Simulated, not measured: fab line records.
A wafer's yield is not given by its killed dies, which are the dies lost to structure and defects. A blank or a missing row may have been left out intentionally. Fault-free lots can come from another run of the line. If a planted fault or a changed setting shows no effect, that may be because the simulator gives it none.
fab line records    flow sky130
record lots=12  wafers=36  lastDay=50
route steps=708 shown POLY_CUT@317 RES_XHIGH@339 SD_N@349 PAD_OPEN@708
lots untouched by any fault: they come from a run of this same line in which no faults occurred
startH: hours from the record's opening day to when the first of the lot's shown wafers began    waitH: hours elapsed since this lot's preceding step    " unchanged from the row above    L1.1+2: several wafers, shown together as one row    - no value, or no start given    * or withheld: withheld    < > ~ a bound
route shown NAME@n: a module of which the file shows steps, and the number in the route of the first    usual: mean/standard deviation taken from wafers without a fault    same: alike in all rows    chamber/n: place in a boat    sites: per-site readings    _std_site: their standard deviation    _edge_site: mean of outer sites minus mean of inner sites    radiusMm: for every site, how far away it sits from the centre of the wafer    mask NAME#n: copy n    behind: tool/chamber where the wafer was last shaped    hold: why the lot went on hold/how many hours it stayed there/how the hold came to an end    device: names the non-switching transistor (n, p or np)    end of line: tests run on the same wafers once the route is complete    for a step that has no rows: nothing shown but its recipe    killed: count of dies lost to structure and defects at first sort (not the wafer's yield)    map: shows each die of a wafer: x if killed, . if not, _ if none is there
set.NAME: the run value of the setting; set.NAME@STEP: its run value at that earlier step    model.NAME: the simulator's own value behind a step, which no gauge read
route steps across a sampled set of lots; one table per step, one row per wafer
services: when a tool's chamber went out of use (startH, in hours from the record's first day, below 0 if earlier), for how many hours, and the reason
## steps
# step SKY_POLY_CUT_ETCH_10
# recipe chemistry=N2/H2  target=BARC  ionEnergyEv=200  sourceW=500  biasW=100  pressureMtorr=30  n2FlowSccm=100  h2FlowSccm=200  stopOn=SiO2  timeS=45.9  targetDepthA=600
# usual biasW=99.99/0.27  drypumpMotorCurrentA=5.75/0.28  oesProductAu=0.855/0.0045  throttleValvePct=13.224/0.0087
lot.wafer  tool        chamber  startH  waitH  biasW   drypumpMotorCurrentA  oesProductAu  rfHoursCounterH  throttleValvePct
L898.1     rieDiel-01  0        568.06  0.0    99.89   5.70                  0.845         18               13.227
L898.2     "           1        "       "      100.14  5.39                  0.866         12               13.214
L898.3     "           3        "       "      100.11  5.82                  0.852         6                13.216
L899.2     rieDiel-02  1        569.37  0.0    100.08  5.66                  0.852         27               13.227
L899.4     "           1        "       "      99.36   5.67                  0.854         -                13.227
L899.5     "           0        "       "      99.99   5.53                  0.857         -                13.213
L901.1     rieDiel-03  0        582.02  0.0    100.40  5.21                  0.864         0                13.204
L901.4     "           2        "       "      99.91   6.27                  0.863         8                13.214
L901.5     "           2        "       "      100.03  6.28                  0.861         -                13.221
L905.2     rieDiel-01  1        621.59  0.0    99.65   5.41                  0.858         13               13.209
L905.3     "           2        "       "      100.49  5.84                  0.855         17               13.211
L905.4     "           3        "       "      99.84   5.82                  0.864         8                13.229
L906.2     rieDiel-03  3        622.76  0.0    99.65   6.24                  0.847         17               13.228
L906.3     "           0        "       "      99.69   5.21                  0.853         1                13.227
L906.4     "           1        "       "      100.17  5.78                  0.852         46               13.227
L907.4     rieDiel-01  3        638.54  0.0    100.12  5.81                  0.851         8                13.228
L907.5     "           0        "       "      100.35  5.71                  0.854         -                13.225
L907.6     "           1        "       "      99.77   5.39                  0.846         -                13.219
L912.2     rieDiel-01  2        686.52  0.0    99.87   5.89                  0.856         19               13.220
L912.3     "           3        "       "      100.04  5.84                  0.857         10               13.222
L912.5     "           2        "       "      99.98   5.87                  0.855         -                13.205
L913.2     rieDiel-03  0        689.57  0.0    99.76   5.25                  0.847         3                13.215
L913.3     "           1        "       "      99.80   5.77                  0.852         47               13.228
L913.4     "           2        "       "      100.37  6.27                  0.851         10               13.221
L914.1     rieDiel-01  3        697.66  0.0    99.90   5.85                  0.854         10               13.215
L914.2     "           2        "       "      100.00  5.83                  0.852         19               13.221
L914.5     "           3        "       "      99.62   5.84                  0.857         -                13.223
L916.3     rieDiel-03  1        710.44  0.0    100.38  5.77                  0.853         48               13.241
L916.4     "           0        "       "      100.27  5.24                  0.857         4                13.224
L916.6     "           1        "       "      100.23  5.75                  0.857         -                13.237
L917.2     rieDiel-02  2        716.02  0.0    99.77   5.78                  0.858         6                13.226
L917.5     "           0        "       "      99.96   5.53                  0.854         -                13.236
L917.6     "           1        "       "      100.14  5.64                  0.855         -                13.214
L919.3     rieDiel-02  2        733.36  0.0    99.76   5.78                  0.859         6                13.220
L919.4     "           2        "       "      99.86   5.78                  0.855         -                13.223
L919.5     "           0        "       "      100.40  5.53                  0.854         -                13.221
# step SKY_RES_XHIGH_IMPLANT_07
# recipe species=BF2  energyKev=20  doseCm2=3.6e+14  tiltDeg=0
lot.wafer   tool          chamber  startH  waitH
L898.1+2+3  implanter-02  0        627.58  0.1
L899.2+4+5  implanter-04  0        629.33  0.1
L901.1+4+5  implanter-04  0        640.50  0.1
L905.2+3+4  implanter-02  0        679.33  0.1
L906.2+3+4  implanter-03  0        679.70  0.1
L907.4+5+6  implanter-02  0        694.35  0.1
L912.2+3+5  implanter-02  0        741.93  0.1
L913.2+3+4  implanter-02  0        744.24  0.1
L914.1+2+5  implanter-03  0        752.13  0.1
L916.3+4+6  implanter-02  0        764.11  0.1
L917.2+5+6  implanter-04  0        770.75  0.1
L919.3+4+5  implanter-03  0        786.85  0.1
# step SKY_SD_N_CD_MEAS_07
# recipe targetCdNm=380
# usual cdNm=381/3.1
lot.wafer  tool      chamber  startH  waitH  cdNm
L898.1     cdSem-01  -        655.83  0.1    383
L898.2     "         -        "       "      382
L898.3     "         -        "       "      385
L899.2     cdSem-01  -        657.42  0.1    385
L899.4     "         -        "       "      383
L899.5     "         -        "       "      386
L901.1     cdSem-02  -        669.03  0.1    384
L901.4     "         -        "       "      383
L901.5     "         -        "       "      383
L905.2     cdSem-01  -        707.55  0.1    380
L905.3     "         -        "       "      378
L905.4     "         -        "       "      380
L906.2     cdSem-01  -        707.85  0.1    383
L906.3     "         -        "       "      381
L906.4     "         -        "       "      384
L907.4     cdSem-02  -        721.86  0.1    383
L907.5     "         -        "       "      385
L907.6     "         -        "       "      387
L912.2     cdSem-01  -        769.01  0.1    382
L912.3     "         -        "       "      382
L912.5     "         -        "       "      382
L913.2     cdSem-01  -        771.67  0.1    377
L913.3     "         -        "       "      374
L913.4     "         -        "       "      374
L914.1     cdSem-01  -        779.15  0.1    381
L914.2     "         -        "       "      382
L914.5     "         -        "       "      380
L916.3     cdSem-02  -        790.48  0.1    383
L916.4     "         -        "       "      383
L916.6     "         -        "       "      380
L917.2     cdSem-01  -        796.86  0.1    382
L917.5     "         -        "       "      386
L917.6     "         -        "       "      383
L919.3     cdSem-01  -        813.97  0.1    376
L919.4     "         -        "       "      375
L919.5     "         -        "       "      377
# step SKY_SD_N_STRIP_11
# recipe chemistry=O2/N2  powerW=1400  pressureMtorr=1500  platenTempC=withheld  o2FlowSccm=3000  n2FlowSccm=300  overashFraction=0.5
# usual drypumpMotorCurrentA=5.67/0.26  oesProductAu=0.528/0.0047  stripTimeToEndpointS=22.56/0.042
lot.wafer  tool            chamber  startH  waitH  drypumpMotorCurrentA  oesProductAu  rfHoursCounterH  stripTimeToEndpointS
L898.1     plasmaAsher-04  0        656.28  0.1    5.68                  0.523         52               22.52
L898.2     "               1        "       "      5.88                  0.532         52               22.55
L898.3     "               1        "       "      5.85                  0.527         -                22.53
L899.2     plasmaAsher-03  0        657.86  0.1    5.43                  0.525         84               22.56
L899.4     "               1        "       "      5.21                  0.531         -                22.58
L899.5     "               0        "       "      5.43                  0.533         -                22.60
L901.1     plasmaAsher-04  0        669.48  0.1    5.70                  0.522         53               22.49
L901.4     "               0        "       "      5.69                  0.523         -                22.51
L901.5     "               0        "       "      5.68                  0.522         -                22.50
L905.2     plasmaAsher-04  1        707.98  0.1    5.86                  0.529         57               22.59
L905.3     "               1        "       "      5.86                  0.536         -                22.62
L905.4     "               0        "       "      5.70                  0.530         -                22.59
L906.2     plasmaAsher-03  1        708.28  0.1    5.21                  0.530         89               22.50
L906.3     "               0        "       "      5.38                  0.527         -                22.54
L906.4     "               1        "       "      5.21                  0.524         -                22.53
L907.4     plasmaAsher-04  0        722.29  0.1    5.71                  0.527         -                22.55
L907.5     "               0        "       "      5.70                  0.531         -                22.61
L907.6     "               1        "       "      5.86                  0.534         -                22.55
L912.2     plasmaAsher-04  1        769.44  0.1    5.86                  0.531         65               22.58
L912.3     "               1        "       "      5.85                  0.522         -                22.56
L912.5     "               1        "       "      5.87                  0.529         -                22.53
L913.2     plasmaAsher-02  1        772.11  0.1    5.34                  0.525         4                22.57
L913.3     "               0        "       "      6.08                  0.531         -                22.59
L913.4     "               1        "       "      5.35                  0.531         -                22.60
L914.1     plasmaAsher-04  1        779.61  0.1    5.86                  0.524         67               22.59
L914.2     "               0        "       "      5.68                  0.527         67               22.59
L914.5     "               1        "       "      5.87                  0.532         -                22.56
L916.3     plasmaAsher-04  1        790.93  0.1    5.85                  0.522         -                22.56
L916.4     "               0        "       "      5.68                  0.521         -                22.57
L916.6     "               1        "       "      5.87                  0.528         -                22.59
L917.2     plasmaAsher-04  1        797.30  0.1    5.86                  0.528         69               22.49
L917.5     "               0        "       "      5.70                  0.522         -                22.54
L917.6     "               1        "       "      5.89                  0.515         -                22.54
L919.3     plasmaAsher-02  0        814.42  0.1    6.07                  0.528         -                22.58
L919.4     "               1        "       "      5.35                  0.523         -                22.54
L919.5     "               0        "       "      6.08                  0.530         -                22.56
# step SKY_SD_N_RS_MEAS_18
# recipe thkMeasGauge=four-point-probe
# usual RES_XHIGH_RS=333.6/1.3
lot.wafer  tool          chamber  startH  waitH  RES_XHIGH_RS[ohm/sq]
L898.1     filmMetro-03  -        656.96  0.1    331.5
L898.2     "             -        "       "      333.6
L898.3     "             -        "       "      332.8
L899.2     filmMetro-04  -        658.55  0.1    336.7
L899.4     "             -        "       "      335.5
L899.5     "             -        "       "      336.5
L901.1     filmMetro-04  -        670.16  0.1    336.3
L901.4     "             -        "       "      334.1
L901.5     "             -        "       "      335.0
L905.2     filmMetro-04  -        708.63  0.1    334.1
L905.3     "             -        "       "      333.6
L905.4     "             -        "       "      333.2
L906.2     filmMetro-03  -        708.93  0.1    334.0
L906.3     "             -        "       "      335.9
L906.4     "             -        "       "      335.6
L907.4     filmMetro-03  -        722.95  0.1    331.8
L907.5     "             -        "       "      332.1
L907.6     "             -        "       "      331.6
L912.2     filmMetro-03  -        770.09  0.1    333.3
L912.3     "             -        "       "      333.6
L912.5     "             -        "       "      334.5
L913.2     filmMetro-04  -        772.75  0.1    334.5
L913.3     "             -        "       "      334.3
L913.4     "             -        "       "      347.0
L914.1     filmMetro-02  -        780.24  0.1    332.1
L914.2     "             -        "       "      332.2
L914.5     "             -        "       "      331.3
L916.3     filmMetro-02  -        791.56  0.1    332.7
L916.4     "             -        "       "      346.5
L916.6     "             -        "       "      348.1
L917.2     filmMetro-03  -        797.94  0.1    333.4
L917.5     "             -        "       "      335.6
L917.6     "             -        "       "      334.2
L919.3     filmMetro-04  -        815.05  0.1    332.2
L919.4     "             -        "       "      333.0
L919.5     "             -        "       "      332.5
# step SKY_PAD_OPEN_PROBE_99
# usual killed_at_M0_to_M3=44/6.9  killed_at_M4_up=3.3/2.1  killedAtContacts=24/4.8  killedAtFrontEnd=15/4.4  killedAtOther=0.2/0.48  killedDies=87/9.5  killedOpen=48/6.5  killedShort=39/6.3
# same grossDies=492  killedAtBackSide=0
lot.wafer  tool       chamber  startH   waitH  killed_at_M0_to_M3  killed_at_M4_up  killedAtContacts  killedAtFrontEnd  killedAtOther  killedDies  killedOpen  killedShort
L898.1     prober-01  -        1084.53  0.1    57                  4                24                15                0              100         48          52
L898.2     prober-01  -        1084.58  0.1    38                  4                30                14                1              87          49          38
L898.3     prober-01  -        1084.63  0.2    53                  6                18                11                1              89          41          48
L899.2     prober-02  -        1086.08  0.1    48                  4                21                8                 0              81          46          35
L899.4     prober-02  -        1086.18  0.2    44                  3                23                11                0              81          44          37
L899.5     prober-02  -        1086.23  0.2    42                  2                26                15                0              85          53          32
L901.1     prober-01  -        1089.40  0.1    32                  3                18                13                0              66          39          27
L901.4     prober-01  -        1089.55  0.2    44                  3                15                8                 0              70          41          29
L901.5     prober-01  -        1089.60  0.2    56                  9                24                19                0              108         53          55
L905.2     prober-01  -        1118.27  0.1    46                  2                28                12                0              88          49          39
L905.3     prober-01  -        1118.32  0.2    42                  1                19                17                1              80          50          30
L905.4     prober-01  -        1118.37  0.2    44                  3                28                14                0              89          53          36
L906.2     prober-02  -        1119.26  0.1    46                  5                29                11                0              91          47          42
L906.3     prober-02  -        1119.31  0.2    48                  2                20                11                0              81          40          40
L906.4     prober-02  -        1119.36  0.2    39                  6                20                14                0              79          40          37
L907.4     prober-01  -        1127.97  0.2    59                  4                26                12                1              102         54          48
L907.5     prober-01  -        1128.02  0.2    55                  2                22                13                0              92          59          33
L907.6     prober-01  -        1128.07  0.2    60                  1                30                13                0              104         56          48
L912.2     prober-02  -        1161.21  0.1    51                  5                29                11                0              96          53          43
L912.3     prober-02  -        1161.26  0.2    50                  0                28                17                0              95          49          46
L912.5     prober-02  -        1161.36  0.2    45                  5                17                16                1              84          45          39
L913.2     prober-01  -        1165.71  0.1    51                  5                31                21                0              108         55          53
L913.3     prober-01  -        1165.76  0.2    49                  2                23                12                0              86          45          41
L913.4     prober-01  -        1165.81  0.2    48                  2                23                18                0              91          52          39
L914.1     prober-02  -        1168.12  0.1    45                  4                23                9                 0              81          41          39
L914.2     prober-02  -        1168.17  0.1    55                  1                19                16                1              92          42          50
L914.5     prober-02  -        1168.32  0.2    43                  5                24                11                0              83          49          33
L916.3     prober-02  -        1176.62  0.2    34                  5                27                17                0              83          44          39
L916.4     prober-02  -        1176.67  0.2    39                  7                20                17                1              84          53          30
L916.6     prober-02  -        1176.77  0.2    53                  3                21                17                0              94          48          46
L917.2     prober-01  -        1180.04  0.1    45                  3                25                20                1              94          53          41
L917.5     prober-01  -        1180.19  0.2    57                  2                19                13                0              91          51          40
L917.6     prober-01  -        1180.24  0.2    48                  5                22                19                0              94          53          41
L919.3     prober-01  -        1189.16  0.2    54                  5                18                9                 0              86          48          37
L919.4     prober-01  -        1189.21  0.2    40                  6                35                10                1              92          44          47
L919.5     prober-01  -        1189.26  0.2    41                  1                21                20                2              85          46          39
# killed by level:class
L898.1 VIA1:geometricParticle:open=12 METAL1:geometricParticle:short=8 VIA3:geometricParticle:open=7 LI_CONTACT:geometricParticle:open=6 CONTACT:geometricParticle:short=6 VIA1:geometricParticle:short=6 CONTACT:geometricParticle:open=6 METAL2:geometricParticle:short=6
L898.2 CONTACT:geometricParticle:open=12 LI_CONTACT:geometricParticle:open=10 VIA1:geometricParticle:open=9 VIA3:geometricParticle:short=6 FIELD_ISO:geometricParticle:short=4 VIA1:geometricParticle:short=4 VIA3:geometricParticle:open=4 METAL2:geometricParticle:short=4
L898.3 VIA1:geometricParticle:open=14 VIA1:geometricParticle:short=8 CONTACT:geometricParticle:open=7 METAL1:geometricParticle:short=7 METAL2:geometricParticle:short=7 FIELD_ISO:geometricParticle:short=6 LI_CONTACT:geometricParticle:open=5 VIA2:geometricParticle:open=5
L899.2 VIA1:geometricParticle:open=17 METAL1:geometricParticle:short=9 CONTACT:geometricParticle:open=7 VIA1:geometricParticle:short=6 VIA2:geometricParticle:open=6 FIELD_ISO:geometricParticle:open=4 LI_CONTACT:geometricParticle:open=4 CONTACT:geometricParticle:short=4
L899.4 VIA1:geometricParticle:open=13 CONTACT:geometricParticle:open=12 VIA1:geometricParticle:short=7 METAL2:geometricParticle:short=5 VIA3:geometricParticle:open=5 LI_CONTACT:geometricParticle:open=4 VIA2:geometricParticle:open=4 METAL3:geometricParticle:short=4
L899.5 CONTACT:geometricParticle:open=12 VIA1:geometricParticle:open=11 LI_CONTACT:geometricParticle:open=7 VIA3:geometricParticle:open=7 VIA2:geometricParticle:open=6 POLY_GATE:geometricParticle:open=4 LI_CONTACT:geometricParticle:short=4 METAL2:geometricParticle:short=4
L901.1 VIA1:geometricParticle:open=13 LI_CONTACT:geometricParticle:open=9 CONTACT:geometricParticle:open=5 POLY_GATE:geometricParticle:short=4 POLY_GATE:geometricParticle:open=4 VIA1:geometricParticle:short=4 VIA2:geometricParticle:open=3 FIELD_ISO:geometricParticle:short=2
L901.4 VIA1:geometricParticle:open=13 CONTACT:geometricParticle:open=7 VIA3:geometricParticle:open=7 METAL2:geometricParticle:short=6 CONTACT:geometricParticle:short=5 VIA2:geometricParticle:open=5 VIA1:geometricParticle:short=4 VIA3:geometricParticle:short=4
L901.5 VIA1:geometricParticle:open=15 LI_CONTACT:geometricParticle:open=9 VIA1:geometricParticle:short=9 METAL4:geometricParticle:short=9 VIA2:geometricParticle:open=8 FIELD_ISO:geometricParticle:short=7 CONTACT:geometricParticle:short=7 CONTACT:geometricParticle:open=7
L905.2 CONTACT:geometricParticle:open=16 VIA1:geometricParticle:open=11 METAL1:geometricParticle:short=10 CONTACT:geometricParticle:short=6 VIA3:geometricParticle:short=5 FIELD_ISO:geometricParticle:short=4 POLY_GATE:geometricParticle:open=4 VIA1:geometricParticle:short=4
L905.3 VIA1:geometricParticle:open=12 VIA2:geometricParticle:open=11 CONTACT:geometricParticle:open=6 METAL2:geometricParticle:short=6 CONTACT:geometricParticle:short=5 VIA3:geometricParticle:open=5 POLY_GATE:geometricParticle:short=4 LI_CONTACT:geometricParticle:open=4
L905.4 CONTACT:geometricParticle:open=12 VIA1:geometricParticle:open=12 METAL1:geometricParticle:short=9 LI_CONTACT:geometricParticle:open=6 VIA2:geometricParticle:open=6 FIELD_ISO:geometricParticle:open=4 CONTACT:geometricParticle:short=4 METAL2:geometricParticle:short=4
L906.2 CONTACT:geometricParticle:open=11 VIA3:geometricParticle:open=10 METAL1:geometricParticle:short=9 VIA1:geometricParticle:open=9 METAL2:geometricParticle:short=6 LI_CONTACT:geometricParticle:open=5 LOCAL_INTERCONNECT:geometricParticle:short=5 CONTACT:geometricParticle:short=5
L906.3 VIA3:geometricParticle:open=9 METAL2:geometricParticle:short=9 VIA1:geometricParticle:open=8 CONTACT:geometricParticle:short=8 CONTACT:geometricParticle:open=6 FIELD_ISO:geometricParticle:open=4 LI_CONTACT:geometricParticle:open=4 VIA1:geometricParticle:short=4
L906.4 CONTACT:geometricParticle:open=8 METAL1:geometricParticle:short=8 LI_CONTACT:geometricParticle:open=7 VIA2:geometricParticle:open=6 VIA1:geometricParticle:open=5 METAL4:geometricParticle:short=5 FIELD_ISO:geometricParticle:short=4 POLY_GATE:geometricParticle:open=4
L907.4 VIA1:geometricParticle:open=21 CONTACT:geometricParticle:open=9 CONTACT:geometricParticle:short=8 FIELD_ISO:geometricParticle:open=7 VIA1:geometricParticle:short=7 METAL1:geometricParticle:short=6 LI_CONTACT:geometricParticle:open=5 VIA2:geometricParticle:short=5
L907.5 VIA3:geometricParticle:open=14 LI_CONTACT:geometricParticle:open=12 VIA1:geometricParticle:open=11 VIA3:geometricParticle:short=9 VIA2:geometricParticle:open=7 FIELD_ISO:geometricParticle:open=5 METAL2:geometricParticle:short=3 METAL1:geometricParticle:short=3
L907.6 VIA1:geometricParticle:open=12 CONTACT:geometricParticle:open=9 LI_CONTACT:geometricParticle:open=9 VIA3:geometricParticle:open=9 VIA1:geometricParticle:short=9 VIA2:geometricParticle:open=9 METAL1:geometricParticle:short=6 LOCAL_INTERCONNECT:geometricParticle:short=5
L912.2 VIA1:geometricParticle:open=15 LI_CONTACT:geometricParticle:open=12 CONTACT:geometricParticle:open=8 METAL1:geometricParticle:short=8 CONTACT:geometricParticle:short=6 FIELD_ISO:geometricParticle:short=5 VIA2:geometricParticle:open=5 VIA1:geometricParticle:short=5
L912.3 CONTACT:geometricParticle:open=10 VIA1:geometricParticle:open=9 VIA2:geometricParticle:open=8 LOCAL_INTERCONNECT:geometricParticle:short=7 METAL1:geometricParticle:short=7 METAL2:geometricParticle:short=6 VIA1:geometricParticle:short=6 VIA3:geometricParticle:open=6
L912.5 LI_CONTACT:geometricParticle:open=8 VIA1:geometricParticle:open=8 VIA1:geometricParticle:short=7 METAL2:geometricParticle:short=7 VIA2:geometricParticle:open=6 VIA3:geometricParticle:open=6 CONTACT:geometricParticle:open=5 VIA2:geometricParticle:short=5
L913.2 CONTACT:geometricParticle:open=14 VIA1:geometricParticle:open=11 FIELD_ISO:geometricParticle:short=8 METAL2:geometricParticle:short=7 VIA1:geometricParticle:short=7 VIA3:geometricParticle:open=7 LI_CONTACT:geometricParticle:open=6 FIELD_ISO:geometricParticle:open=5
L913.3 CONTACT:geometricParticle:open=13 VIA1:geometricParticle:open=12 VIA1:geometricParticle:short=10 VIA2:geometricParticle:open=8 METAL1:geometricParticle:short=7 FIELD_ISO:geometricParticle:open=4 LI_CONTACT:geometricParticle:open=4 CONTACT:geometricParticle:short=4
L913.4 CONTACT:geometricParticle:open=11 VIA1:geometricParticle:open=9 FIELD_ISO:geometricParticle:short=8 VIA2:geometricParticle:open=8 VIA3:geometricParticle:open=8 METAL2:geometricParticle:short=7 FIELD_ISO:geometricParticle:open=6 VIA1:geometricParticle:short=6
L914.1 CONTACT:geometricParticle:open=9 VIA3:geometricParticle:open=8 VIA1:geometricParticle:open=8 FIELD_ISO:geometricParticle:short=5 LI_CONTACT:geometricParticle:open=5 METAL1:geometricParticle:short=5 METAL3:geometricParticle:short=5 METAL4:geometricParticle:short=4
L914.2 VIA1:geometricParticle:short=12 METAL1:geometricParticle:short=10 VIA2:geometricParticle:open=8 VIA3:geometricParticle:open=8 POLY_GATE:geometricParticle:short=6 CONTACT:geometricParticle:short=6 FIELD_ISO:geometricParticle:open=5 LI_CONTACT:geometricParticle:open=5
L914.5 CONTACT:geometricParticle:open=8 METAL1:geometricParticle:short=8 LI_CONTACT:geometricParticle:open=7 VIA2:geometricParticle:open=7 VIA3:geometricParticle:open=7 VIA1:geometricParticle:open=6 CONTACT:geometricParticle:short=4 METAL2:geometricParticle:short=4
L916.3 CONTACT:geometricParticle:open=10 CONTACT:geometricParticle:short=9 VIA2:geometricParticle:open=7 METAL2:geometricParticle:short=6 FIELD_ISO:geometricParticle:open=5 VIA1:geometricParticle:open=5 METAL1:geometricParticle:short=5 POLY_GATE:geometricParticle:short=4
L916.4 VIA1:geometricParticle:open=11 CONTACT:geometricParticle:open=7 POLY_GATE:geometricParticle:open=6 VIA2:geometricParticle:open=6 FIELD_ISO:geometricParticle:open=5 LOCAL_INTERCONNECT:geometricParticle:short=5 VIA3:geometricParticle:open=5 LI_CONTACT:geometricParticle:open=4
L916.6 VIA2:geometricParticle:open=10 CONTACT:geometricParticle:open=8 VIA1:geometricParticle:open=8 METAL1:geometricParticle:short=7 VIA3:geometricParticle:open=7 FIELD_ISO:geometricParticle:open=6 VIA3:geometricParticle:short=6 CONTACT:geometricParticle:short=5
L917.2 CONTACT:geometricParticle:open=12 VIA1:geometricParticle:open=12 VIA2:geometricParticle:open=7 FIELD_ISO:geometricParticle:short=6 POLY_GATE:geometricParticle:short=5 VIA2:geometricParticle:short=5 POLY_GATE:geometricParticle:open=4 VIA3:geometricParticle:open=4
L917.5 VIA1:geometricParticle:open=15 VIA2:geometricParticle:open=8 VIA1:geometricParticle:short=7 LI_CONTACT:geometricParticle:open=7 METAL2:geometricParticle:short=7 METAL1:geometricParticle:short=6 CONTACT:geometricParticle:short=6 VIA3:geometricParticle:open=6
L917.6 VIA3:geometricParticle:open=12 CONTACT:geometricParticle:open=10 VIA1:geometricParticle:open=10 VIA1:geometricParticle:short=9 LI_CONTACT:geometricParticle:open=6 FIELD_ISO:geometricParticle:open=4 POLY_GATE:geometricParticle:open=4 POLY_GATE:geometricParticle:short=4
L919.3 VIA1:geometricParticle:open=12 VIA3:geometricParticle:open=10 CONTACT:geometricParticle:open=8 VIA1:geometricParticle:short=6 METAL3:geometricParticle:short=6 VIA3:geometricParticle:short=6 POLY_GATE:geometricParticle:open=5 VIA2:geometricParticle:open=4
L919.4 LI_CONTACT:geometricParticle:open=11 CONTACT:geometricParticle:open=10 CONTACT:geometricParticle:short=9 METAL1:geometricParticle:short=8 VIA2:geometricParticle:open=5 METAL4:geometricParticle:short=5 VIA1:geometricParticle:open=4 METAL2:geometricParticle:short=4
L919.5 VIA1:geometricParticle:open=10 CONTACT:geometricParticle:open=8 POLY_GATE:geometricParticle:short=6 POLY_GATE:geometricParticle:open=5 LOCAL_INTERCONNECT:geometricParticle:short=5 VIA2:geometricParticle:open=5 VIA3:geometricParticle:short=5 VIA3:geometricParticle:open=5
## services
tool            chamber  startH  hours  kind
rieDiel-03      3        552.55  4.1    repair
plasmaAsher-04  -        557.92  8.3    repair
rieDiel-02      2        565.35  5.7    repair
implanter-03    -        569.14  2.4    repair
rieDiel-03      0        569.54  7.1    repair
rieDiel-01      -        574.96  0.6    repair
rieDiel-01      1        575.04  2.3    repair
implanter-03    -        597.18  5.1    pm
rieDiel-01      0        625.82  7.1    repair
plasmaAsher-04  -        635.27  1.8    repair
rieDiel-02      -        672.59  2.8    pm
rieDiel-01      0        672.91  132.0  repair
rieDiel-03      1        696.11  4.6    repair
rieDiel-03      -        697.69  0.2    repair
rieDiel-01      -        699.99  14.6   pm
rieDiel-01      -        715.71  2.8    pm
rieDiel-03      0        720.37  8.6    repair
implanter-03    -        721.79  9.5    repair
rieDiel-01      2        727.19  1.8    repair
implanter-02    -        730.10  2.0    repair
rieDiel-02      3        730.94  8.2    repair
rieDiel-02      0        749.66  1.3    repair
rieDiel-03      -        793.81  2.8    pm
rieDiel-03      0        811.79  8.6    repair
## key
firstSign step=SKY_SD_N_RS_MEAS_18  reading=RES_XHIGH_RS  direction=up  sigmas=11  usual=333.6  struck=347.2
effect none on later readings
metAt SKY_RES_XHIGH_IMPLANT_07
struckLots L913,L916
struckWafers L913.4,L916.4,L916.6
testerLeftOut L913,L916
notActingAt SKY_POLY_CUT_ETCH_10,SKY_SD_N_CD_MEAS_07,SKY_SD_N_STRIP_11
onsetBetween 741.93 744.24
fault kind=processParameterDrift  tool=implanter-02  chamber=-  onsetH=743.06  steps=SKY_RES_XHIGH_IMPLANT_07  channel=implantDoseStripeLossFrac  offset=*  shape=step  endH=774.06  scope=struckWafersOnly
# testerLeftOut: of these lots the tester's yield and bins aren't shown, on N5 and GAA mostly nor the transistor test; their killed dies are dies lost to structure and defects alone, not to doping, threshold or leakage, so they don't give the yield
